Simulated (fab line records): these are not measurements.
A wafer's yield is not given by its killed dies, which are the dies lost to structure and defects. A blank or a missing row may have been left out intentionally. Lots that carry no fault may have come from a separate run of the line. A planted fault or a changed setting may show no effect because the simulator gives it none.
The tool behind it: which one? ; flow gf180mcu ; 14 lots, 42 wafers sampled, at 3 steps of a route of 602

WHAT THE GAUGES READ, wafer by wafer
GF_POLY_GATE_OVL_MEAS_11.
lot;measured;on;POLY_GATE_OVL (nm)
L958;day 9 03:37;overlay-02;13 -2 13
L959;day 9 11:08;overlay-02;9 12 2
L960;day 9 21:01;overlay-01;-5 -10 6
L961;day 10 00:38;overlay-02;14 11 9
L963;day 10 11:41;overlay-02;0 2 11
L964;day 11 00:07;overlay-02;-2 2 8
L965;day 11 08:13;overlay-01;-13 3 0
L974;day 13 22:59;overlay-01;10 11 4
L975;day 14 07:10;overlay-02;4 -2 -1
L976;day 14 21:16;overlay-01;-1 -7 -6
L977;day 15 02:35;overlay-02;-2 -1 -4
L978;day 15 05:43;overlay-01;12 5 6
L979;day 15 11:01;overlay-02;-1 9 8
L981;day 16 04:22;overlay-01;6 -2 9

GF_POLY_GATE_CD_MEAS_18.
lot;measured;on;cd_nm (nm)
L958;day 9 05:14;cd_sem-02;279.5 276.4 277.8
L959;day 9 13:06;cd_sem-02;279.5 281.8 279.3
L960;day 9 22:39;cd_sem-01;281.6 277.9 277.3
L961;day 10 02:18;cd_sem-01;282.7 280.8 279.9
L963;day 10 13:52;cd_sem-02;286.0 279.3 283.9
L964;day 11 03:17;cd_sem-01;277.8 282.0 279.2
L965;day 11 09:49;cd_sem-02;276.1 278.7 277.2
L974;day 14 00:53;cd_sem-01;276.6 278.4 277.8
L975;day 14 08:46;cd_sem-01;285.4 283.8 280.9
L976;day 14 22:52;cd_sem-02;280.2 281.4 279.8
L977;day 15 04:11;cd_sem-02;282.6 279.2 282.8
L978;day 15 09:28;cd_sem-01;282.0 283.3 284.6
L979;day 15 16:52;cd_sem-02;281.5 274.8 277.7
L981;day 16 05:58;cd_sem-02;275.7 278.2 277.7

GF_HV_LDD_CD_MEAS_31: the cd target is 400 nm.
lot;measured;on;cd_nm (nm)
L958;day 11 12:10;cd_sem-02;400.2 401.7 399.7
L959;day 11 20:01;cd_sem-01;400.3 401.8 401.4
L960;day 12 06:46;cd_sem-01;401.2 402.5 401.3
L961;day 12 10:53;cd_sem-02;402.1 401.5 399.4
L963;day 12 23:03;cd_sem-02;395.9 397.7 396.8
L964;day 13 13:40;cd_sem-01;401.8 402.7 400.4
L965;day 13 20:21;cd_sem-02;400.2 400.7 401.0
L974;day 16 16:44;cd_sem-02;398.4 396.2 398.5
L975;day 17 02:29;cd_sem-01;399.5 401.9 403.4
L976;day 17 18:19;cd_sem-01;402.6 400.0 402.9
L977;day 17 23:44;cd_sem-02;395.8 396.2 397.2
L978;day 18 05:22;cd_sem-02;398.0 396.6 397.1
L979;day 18 12:55;cd_sem-01;401.3 403.5 403.3
L981;day 19 04:48;cd_sem-01;397.3 397.0 398.2

EACH LOT AND THE TOOL THAT RAN IT (in order: tool; ch and the chambers of the sampled wafers; start)
The record shows no process step preceding these readings.

AS READ BY THE TOOLS THEMSELVES (means over the sampled wafers that have a number; for cases with no such wafer, the mark the record gives instead)
The record holds no such reading with a usual standard deviation.

THE ANSWER, worked out from the rows above alone
Rule: usual is defined by the lots themselves. Put in order of their means at a reading, lots are off if they are a third of the lots or fewer, leave a main group of 4 or more, and stand apart from it by a gap of 3 or more times the standard deviation of the main group's means; of several such gaps the widest counts. Not used: any main group whose means are identical at the precision the tables above print for the reading. A lot without any number at a reading at which 4 lots or more have one is off too. Any other lot the step has rows for is counted as sound. The gauges are gone through in route order, then the tools' own readings, and for those a lot's mean is taken as printed above. At the first step where some lot is off, the reading lying furthest off is the one used; lots without a number count as furthest.
Nothing can be told from this: no lot is off at any reading shown.

WHAT HAD BEEN PUT IN BY THE SIMULATOR
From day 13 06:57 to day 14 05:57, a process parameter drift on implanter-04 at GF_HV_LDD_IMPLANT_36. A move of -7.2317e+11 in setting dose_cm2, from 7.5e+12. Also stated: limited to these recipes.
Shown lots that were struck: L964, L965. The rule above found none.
